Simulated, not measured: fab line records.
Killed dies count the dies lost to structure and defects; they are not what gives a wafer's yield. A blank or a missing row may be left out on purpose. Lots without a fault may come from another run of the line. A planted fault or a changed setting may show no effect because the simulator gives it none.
Which tool is to blame?    flow sky130    36 wafers from 12 lots sampled at 5 of the route's 708 steps

WHAT THE GAUGES READ, wafer by wafer
SKY_NWELL_THK_MEAS_02. Usual: NWELL_OXIDATION_THK 9.93 nm, standard deviation 0.16.
lot   measured     on             NWELL_OXIDATION_THK (nm)  flag
L736  day 2 22:07  film_metro-03  9.90 9.95 9.96            
L738  day 2 23:30  film_metro-04  9.80 9.82 9.70            
L739  day 3 05:31  film_metro-04  12.29 12.14 12.24         OFF
L741  day 3 15:57  film_metro-03  10.09 10.09 10.20         
L740  day 3 15:57  film_metro-04  10.27 10.04 9.98          
L744  day 4 06:28  film_metro-04  10.01 10.01 10.15         
L745  day 4 11:02  film_metro-04  12.10 12.01 12.04         OFF
L748  day 5 04:23  film_metro-04  10.04 10.17 9.93          
L756  day 6 20:17  film_metro-02  9.80 9.82 9.66            
L757  day 7 02:39  film_metro-03  9.90 9.96 9.74            
L758  day 7 19:40  film_metro-04  9.82 9.85 9.85            
L759  day 7 19:42  film_metro-04  9.83 9.79 9.92            

SKY_NWELL_OVL_MEAS_10. Usual: NWELL_00_OVL -0.6 nm, standard deviation 1.4.
lot   measured      on          NWELL_00_OVL (nm)  flag
L736  day 4 22:47   overlay-02  1.7 0.8 1.4        
L738  day 5 01:34   overlay-01  -1.9 -1.4 -1.2     
L739  day 5 07:11   overlay-02  -1.6 -0.3 -0.3     
L741  day 5 19:44   overlay-01  -0.5 -2.1 -2.3     
L740  day 5 19:02   overlay-01  0.6 -0.8 0.2       
L744  day 6 10:38   overlay-01  -0.8 -1.6 -0.8     
L745  day 6 18:04   overlay-01  -0.7 -3.0 -1.4     
L748  day 7 13:22   overlay-01  -1.6 -1.0 -1.3     
L756  day 9 09:02   overlay-01  -0.6 -1.2 -1.2     
L757  day 9 16:41   overlay-02  1.7 2.0 1.9        
L758  day 10 11:50  overlay-01  0.2 -0.9 -0.3      
L759  day 10 12:29  overlay-02  -0.7 0.4 1.0       

SKY_SONOS_TUNNEL_CD_MEAS_07: target cd 410 nm. Usual: cd_nm at 410.2 nm, with a standard deviation of 2.2.
lot   measured      on         cd_nm (nm)         flag
L736  day 11 20:34  cd_sem-01  409.8 409.2 409.6  
L738  day 12 01:06  cd_sem-01  413.6 413.1 411.3  
L739  day 12 09:09  cd_sem-02  409.7 410.2 409.4  
L741  day 13 03:44  cd_sem-02  413.3 411.6 409.9  
L740  day 13 00:52  cd_sem-01  408.2 407.4 408.1  
L744  day 14 00:52  cd_sem-01  411.1 410.8 408.6  
L745  day 14 09:29  cd_sem-01  416.0 415.5 415.4  
L748  day 15 11:43  cd_sem-02  412.9 411.5 408.7  
L756  day 17 23:15  cd_sem-02  408.4 409.9 408.7  
L757  day 18 09:21  cd_sem-02  410.6 408.1 407.9  
L758  day 19 10:37  cd_sem-02  407.4 407.1 405.2  
L759  day 19 12:03  cd_sem-01  408.9 409.4 408.9  

WHICH TOOL RAN EACH LOT (tool, then ch and the chambers of the sampled wafers, then the start)
lot   SKY_FIELD_ISO_CMP_27          SKY_NWELL_OXIDATION_01
L736  cmp-01 ch 1,2,3, day 2 17:42  furnace-01 ch 0, day 2 20:43
L738  cmp-02 ch 0,1,3, day 2 20:46  furnace-01 ch 0, day 2 22:07
L739  cmp-02 ch 0,2,3, day 3 02:37  furnace-01 ch 0, day 3 04:07
L741  cmp-02 ch 0,1,3, day 3 13:04  furnace-02 ch 0, day 3 14:32
L740  cmp-01 ch 1,2,3, day 3 13:07  furnace-02 ch 0, day 3 14:32
L744  cmp-02 ch 1,3, day 4 03:36    furnace-02 ch 0, day 4 05:04
L745  cmp-02 ch 1,2, day 4 08:20    furnace-01 ch 0, day 4 09:38
L748  cmp-02 ch 0,1, day 4 23:20    furnace-02 ch 0, day 5 02:59
L756  cmp-01 ch 1,2, day 6 17:57    furnace-01 ch 0, day 6 18:52
L757  cmp-02 ch 1,2,3, day 6 22:32  furnace-02 ch 0, day 7 01:15
L758  cmp-01 ch 1,2, day 7 13:50    furnace-02 ch 0, day 7 18:15
L759  cmp-02 ch 0,1,3, day 7 15:22  furnace-02 ch 0, day 7 18:15
- SKY_FIELD_ISO_CMP_27: polishes, stops on Si3N4, t overpolish 16 s, target thk 457.8 nm.
- SKY_NWELL_OXIDATION_01: stabilise 600 s, purge 300 s, target thk 10 nm.

WHAT THE TOOLS THEMSELVES READ (means of the sampled wafers that have a number; where no wafer has one, the mark that the record gives instead)
SKY_FIELD_ISO_CMP_27. Usual: edge_zone_pressure_frac 1.000, standard deviation 0.0047; motor_current_A 12.4 A, standard deviation 1.4; overpolish_run_s 16.002 s, standard deviation 0.0098; time_to_endpoint_s 112 s, standard deviation 5.
lot   tool    edge_zone_pressure_frac  motor_current_A (A)  overpolish_run_s (s)  time_to_endpoint_s (s)  flag
L736  cmp-01  0.998                    13.1                 16.003                115                     
L738  cmp-02  1.005                    11.9                 16.006                111                     
L739  cmp-02  1.002                    11.4                 16.016                110                     
L741  cmp-02  0.999                    12.0                 15.991                114                     
L740  cmp-01  1.002                    12.3                 16.003                115                     
L744  cmp-02  1.001                    11.6                 16.003                113                     
L745  cmp-02  1.003                    12.0                 15.998                116                     
L748  cmp-02  0.997                    12.3                 16.017                113                     
L756  cmp-01  1.001                    13.9                 15.992                106                     
L757  cmp-02  0.999                    11.3                 16.003                110                     
L758  cmp-01  0.998                    13.5                 15.997                108                     
L759  cmp-02  1.002                    11.7                 16.003                115                     

SKY_NWELL_OXIDATION_01. Usual: value, then standard deviation, for each; spike_tc_bottom_C 917.2 C / 2.2; spike_tc_centre_C 899.9 C / 1.9; spike_tc_lower_C 901.2 C / 0.96; spike_tc_top_C 911.9 C / 1.6; spike_tc_upper_C 900.7 C / 1.3; tube_center_temp_C 900 C / 0.084; tube_center_temp_C_max 902.3 / 0.36.
lot   tool        spike_tc_bottom_C (C)  spike_tc_centre_C (C)  spike_tc_lower_C (C)  spike_tc_top_C (C)  spike_tc_upper_C (C)  tube_center_temp_C (C)  tube_center_temp_C_max  flag
L736  furnace-01  914.5                  898.8                  901.5                 910.3               902.1                 900                     902.8                   
L738  furnace-01  915.1                  897.4                  901.4                 909.9               901.7                 900                     902.3                   
L739  furnace-01  933.9                  915.7                  919.6                 929.6               921.5                 919                     921.3                   OFF
L741  furnace-02  918.8                  901.4                  901.3                 914.1               900.5                 900                     902.6                   
L740  furnace-02  919.4                  901.4                  900.8                 913.3               900.2                 900                     902.1                   
L744  furnace-02  918.9                  901.5                  901.2                 913.9               900.8                 900                     902.0                   
L745  furnace-01  934.0                  917.6                  919.7                 929.0               919.0                 919                     920.8                   OFF
L748  furnace-02  919.2                  900.9                  901.5                 913.1               900.2                 900                     902.1                   
L756  furnace-01  914.5                  897.6                  901.7                 910.8               901.0                 900                     902.2                   
L757  furnace-02  918.8                  901.2                  900.5                 912.9               899.6                 900                     902.6                   
L758  furnace-02  919.7                  900.5                  901.4                 912.8               898.5                 900                     902.3                   
L759  furnace-02  919.0                  901.8                  900.6                 913.3               899.8                 900                     902.4                   

THE ANSWER, worked out from the rows above alone
Rule: lot off if the mean of its wafers having a number is beyond 3 standard deviations from the usual mean. Also off: a lot with no number at a reading for which 4 or more lots have one. Where the step has rows for the other lots, those lots are counted as sound. Order of review: gauges by route order, followed by the tools' own readings, for which a lot's mean as printed above is used. At the first step where some lot is off, the reading lying furthest off is the one used; lots without a number count as furthest.
Off: at SKY_NWELL_THK_MEAS_02 (NWELL_OXIDATION_THK), L739, L745.
A tool fits if, at a process step before that reading, it ran every lot that is off, and no sound lot after the first of them. The gauges at SKY_NWELL_THK_MEAS_02 aren't tried: what is off there is off at SKY_NWELL_OXIDATION_01 too, on other tools, and a gauge's error can't cause that. Not one of the candidates tried fits.

WHAT THE SIMULATOR PUT IN
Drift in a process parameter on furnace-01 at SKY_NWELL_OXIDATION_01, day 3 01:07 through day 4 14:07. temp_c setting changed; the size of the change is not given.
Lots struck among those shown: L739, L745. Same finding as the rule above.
